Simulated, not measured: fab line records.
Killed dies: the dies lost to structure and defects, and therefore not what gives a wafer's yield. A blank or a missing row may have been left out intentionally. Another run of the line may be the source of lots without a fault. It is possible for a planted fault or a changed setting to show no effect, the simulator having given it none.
Which tool did it? :: flow gf180mcu :: 12 lots, 36 wafers sampled, at 4 steps of a route of 602

WHAT THE GAUGES SHOWED, per wafer
GF_V1_THK_MEAS_03.
lot: L379
measured: day 18 05:11
on: film_metro-04
V1_CVD_02_THK (nm): 830 879 850

lot: L380
measured: day 18 09:26
on: film_metro-01
V1_CVD_02_THK (nm): 837 865 865

lot: L381
measured: day 18 12:51
on: film_metro-02
V1_CVD_02_THK (nm): 858 835 848

lot: L383
measured: day 19 02:47
on: film_metro-04
V1_CVD_02_THK (nm): 832 855 853

lot: L384
measured: day 19 23:09
on: film_metro-04
V1_CVD_02_THK (nm): 849 853 841

lot: L385
measured: day 20 08:58
on: film_metro-02
V1_CVD_02_THK (nm): 846 862 867

lot: L386
measured: day 20 13:32
on: film_metro-02
V1_CVD_02_THK (nm): 847 854 859

lot: L387
measured: day 21 00:01
on: film_metro-04
V1_CVD_02_THK (nm): 857 859 859

lot: L390
measured: day 22 08:29
on: film_metro-04
V1_CVD_02_THK (nm): 807 817 833

lot: L391
measured: day 22 15:19
on: film_metro-04
V1_CVD_02_THK (nm): 859 837 844

lot: L399
measured: day 24 22:45
on: film_metro-02
V1_CVD_02_THK (nm): 832 852 856

lot: L400
measured: day 25 04:10
on: film_metro-01
V1_CVD_02_THK (nm): 835 862 858

TOOL THAT RAN EACH LOT (tool first, then ch and the chambers of the sampled wafers, then the start)
lot: L379
GF_SALICIDE_SPUTTER_03: pvd_sputter-04, day 16 04:22
GF_CONTACT_ETCH_17: rie_diel-04 ch 0,2,3, day 18 05:06 or earlier
GF_V1_CVD_02: pecvd-03 ch 0,2, day 18 05:06

lot: L380
GF_SALICIDE_SPUTTER_03: pvd_sputter-03, day 16 07:22
GF_CONTACT_ETCH_17: rie_diel-03 ch 0,1,2, day 18 09:21 or earlier
GF_V1_CVD_02: pecvd-03 ch 0,2, day 18 09:21

lot: L381
GF_SALICIDE_SPUTTER_03: pvd_sputter-03, day 16 12:08
GF_CONTACT_ETCH_17: rie_diel-03 ch 0,1,3, day 18 12:47 or earlier
GF_V1_CVD_02: pecvd-02 ch 0,1,2, day 18 12:47

lot: L383
GF_SALICIDE_SPUTTER_03: pvd_sputter-04, day 17 01:31
GF_CONTACT_ETCH_17: rie_diel-03 ch 1,2,3, day 19 02:43 or earlier
GF_V1_CVD_02: pecvd-01 ch 0,1,2, day 19 02:43

lot: L384
GF_SALICIDE_SPUTTER_03: pvd_sputter-04, day 17 18:32
GF_CONTACT_ETCH_17: rie_diel-03 ch 0,1, day 19 23:05 or earlier
GF_V1_CVD_02: pecvd-01 ch 0,1,2, day 19 23:05

lot: L385
GF_SALICIDE_SPUTTER_03: pvd_sputter-02, day 18 04:35
GF_CONTACT_ETCH_17: rie_diel-03 ch 0,3, day 20 08:54 or earlier
GF_V1_CVD_02: pecvd-01 ch 0,2, day 20 08:54

lot: L386
GF_SALICIDE_SPUTTER_03: pvd_sputter-03, day 18 09:23
GF_CONTACT_ETCH_17: rie_diel-03 ch 0,1,3, day 20 13:28 or earlier
GF_V1_CVD_02: pecvd-01 ch 1,2, day 20 13:28

lot: L387
GF_SALICIDE_SPUTTER_03: pvd_sputter-03, day 18 19:26
GF_CONTACT_ETCH_17: rie_diel-03 ch 1,3, day 20 23:56 or earlier
GF_V1_CVD_02: pecvd-01 ch 0,2, day 20 23:56

lot: L390
GF_SALICIDE_SPUTTER_03: pvd_sputter-03, day 20 05:49
GF_CONTACT_ETCH_17: rie_diel-04 ch 1,2,3, day 22 08:24 or earlier
GF_V1_CVD_02: pecvd-01 ch 0,1,2, day 22 08:24

lot: L391
GF_SALICIDE_SPUTTER_03: pvd_sputter-04, day 20 12:43
GF_CONTACT_ETCH_17: rie_diel-03 ch 0,3, day 22 15:14 or earlier
GF_V1_CVD_02: pecvd-02 ch 1,2, day 22 15:14

lot: L399
GF_SALICIDE_SPUTTER_03: pvd_sputter-04, day 22 22:42
GF_CONTACT_ETCH_17: rie_diel-04 ch 1,2,3, day 24 22:40 or earlier
GF_V1_CVD_02: pecvd-02 ch 1,2, day 24 22:40

lot: L400
GF_SALICIDE_SPUTTER_03: pvd_sputter-03, day 23 04:15
GF_CONTACT_ETCH_17: rie_diel-01 ch 0,2,3, day 25 04:05 or earlier
GF_V1_CVD_02: pecvd-02 ch 0,1,2, day 25 04:05
- GF_SALICIDE_SPUTTER_03: material TiN, target thk 20 nm, time 16.7 s.
- GF_CONTACT_ETCH_17: etches SiO2 in C4F8/O2/Ar, stops on CoSi2, target depth 860 nm.
- GF_V1_CVD_02: deposits SiO2 from TEOS, target thk 850 nm, time 94.851 s.

AS READ BY THE TOOLS THEMSELVES (means over the sampled wafers that have a number; for cases with no such wafer, the mark the record gives instead)
GF_SALICIDE_SPUTTER_03.
lot: L379
tool: pvd_sputter-04
throttle_valve_pct (%): 29.6

lot: L380
tool: pvd_sputter-03
throttle_valve_pct (%): 30.0

lot: L381
tool: pvd_sputter-03
throttle_valve_pct (%): 31.7

lot: L383
tool: pvd_sputter-04
throttle_valve_pct (%): 29.9

lot: L384
tool: pvd_sputter-04
throttle_valve_pct (%): 30.2

lot: L385
tool: pvd_sputter-02
throttle_valve_pct (%): 30.6

lot: L386
tool: pvd_sputter-03
throttle_valve_pct (%): 30.1

lot: L387
tool: pvd_sputter-03
throttle_valve_pct (%): 31.8

lot: L390
tool: pvd_sputter-03
throttle_valve_pct (%): 30.2

lot: L391
tool: pvd_sputter-04
throttle_valve_pct (%): 30.1

lot: L399
tool: pvd_sputter-04
throttle_valve_pct (%): 29.6

lot: L400
tool: pvd_sputter-03
throttle_valve_pct (%): 30.1

GF_CONTACT_ETCH_17.
lot: L379
tool: rie_diel-04
oes_product_au (a.u.): 0.818
rf_fwd_power_W (W): 1497

lot: L380
tool: rie_diel-03
oes_product_au (a.u.): 0.816
rf_fwd_power_W (W): 1496

lot: L381
tool: rie_diel-03
oes_product_au (a.u.): 0.818
rf_fwd_power_W (W): 1496

lot: L383
tool: rie_diel-03
oes_product_au (a.u.): 0.818
rf_fwd_power_W (W): 1492

lot: L384
tool: rie_diel-03
oes_product_au (a.u.): 0.812
rf_fwd_power_W (W): 1489

lot: L385
tool: rie_diel-03
oes_product_au (a.u.): 0.814
rf_fwd_power_W (W): 1494

lot: L386
tool: rie_diel-03
oes_product_au (a.u.): 0.817
rf_fwd_power_W (W): 1493

lot: L387
tool: rie_diel-03
oes_product_au (a.u.): 0.815
rf_fwd_power_W (W): 1492

lot: L390
tool: rie_diel-04
oes_product_au (a.u.): 0.818
rf_fwd_power_W (W): 1496

lot: L391
tool: rie_diel-03
oes_product_au (a.u.): 0.814
rf_fwd_power_W (W): 1497

lot: L399
tool: rie_diel-04
oes_product_au (a.u.): 0.817
rf_fwd_power_W (W): 1495

lot: L400
tool: rie_diel-01
oes_product_au (a.u.): 0.815
rf_fwd_power_W (W): 1492

GF_V1_CVD_02.
lot: L379
tool: pecvd-03
heater_power_outer_w (W): 344
heater_power_w (W): 614
rf_fwd_power_W (W): 597.5

lot: L380
tool: pecvd-03
heater_power_outer_w (W): 317
heater_power_w (W): 575
rf_fwd_power_W (W): 597.7

lot: L381
tool: pecvd-02
heater_power_outer_w (W): 390
heater_power_w (W): 694
rf_fwd_power_W (W): 595.2

lot: L383
tool: pecvd-01
heater_power_outer_w (W): 452
heater_power_w (W): 737
rf_fwd_power_W (W): 597.9

lot: L384
tool: pecvd-01
heater_power_outer_w (W): 416
heater_power_w (W): 688
rf_fwd_power_W (W): 596.0

lot: L385
tool: pecvd-01
heater_power_outer_w (W): 474
heater_power_w (W): 736
rf_fwd_power_W (W): 599.1

lot: L386
tool: pecvd-01
heater_power_outer_w (W): 426
heater_power_w (W): 672
rf_fwd_power_W (W): 596.0

lot: L387
tool: pecvd-01
heater_power_outer_w (W): 440
heater_power_w (W): 732
rf_fwd_power_W (W): 598.5

lot: L390
tool: pecvd-01
heater_power_outer_w (W): 402
heater_power_w (W): 673
rf_fwd_power_W (W): 597.3

lot: L391
tool: pecvd-02
heater_power_outer_w (W): 336
heater_power_w (W): 639
rf_fwd_power_W (W): 594.2

lot: L399
tool: pecvd-02
heater_power_outer_w (W): 397
heater_power_w (W): 729
rf_fwd_power_W (W): 593.9

lot: L400
tool: pecvd-02
heater_power_outer_w (W): 375
heater_power_w (W): 676
rf_fwd_power_W (W): 594.8

THE ANSWER, worked out from the rows above alone
Rule: usual is defined by the lots themselves. Put in order of their means at a reading, lots are off if they are a third of the lots or fewer, leave a main group of 4 or more, and stand apart from it by a gap of 3 or more times the standard deviation of the main group's means; of several such gaps the widest counts. A main group is skipped when, at the precision printed for the reading in the tables above, its means are all equal. A lot without any number at a reading at which 4 lots or more have one is off too. All remaining lots with rows at the step are treated as sound. After the gauges, taken in route order, come the tools' own readings; for these a lot's mean is taken, as printed above. At the first step where some lot is off, the reading lying furthest off is the one used; lots without a number count as furthest.
Off: L390, seen at GF_V1_THK_MEAS_03 (V1_CVD_02_THK). Main group: mean 851 nm, sd 4.5.
A tool fits if, at a process step before that reading, it ran every lot that is off, and no sound lot after the first of them. Those tools and the gauges at GF_V1_THK_MEAS_03 are tried in the same way. Because GF_CONTACT_ETCH_17 lacks a start for some lots, the hours and order of its lots are taken from GF_V1_CVD_02. One fits: pecvd-01 at GF_V1_CVD_02. Its last sound lot is L387 (day 20 23:56), its first lot that is off L390 (day 22 08:24): a fault that began between those two fits.

WHAT THE SIMULATOR HAD PUT IN
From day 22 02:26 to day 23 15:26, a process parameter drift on pecvd-01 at GF_V1_CVD_02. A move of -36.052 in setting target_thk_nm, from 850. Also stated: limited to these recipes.
Struck lots among those shown: L390. The rule given above showed the same thing.
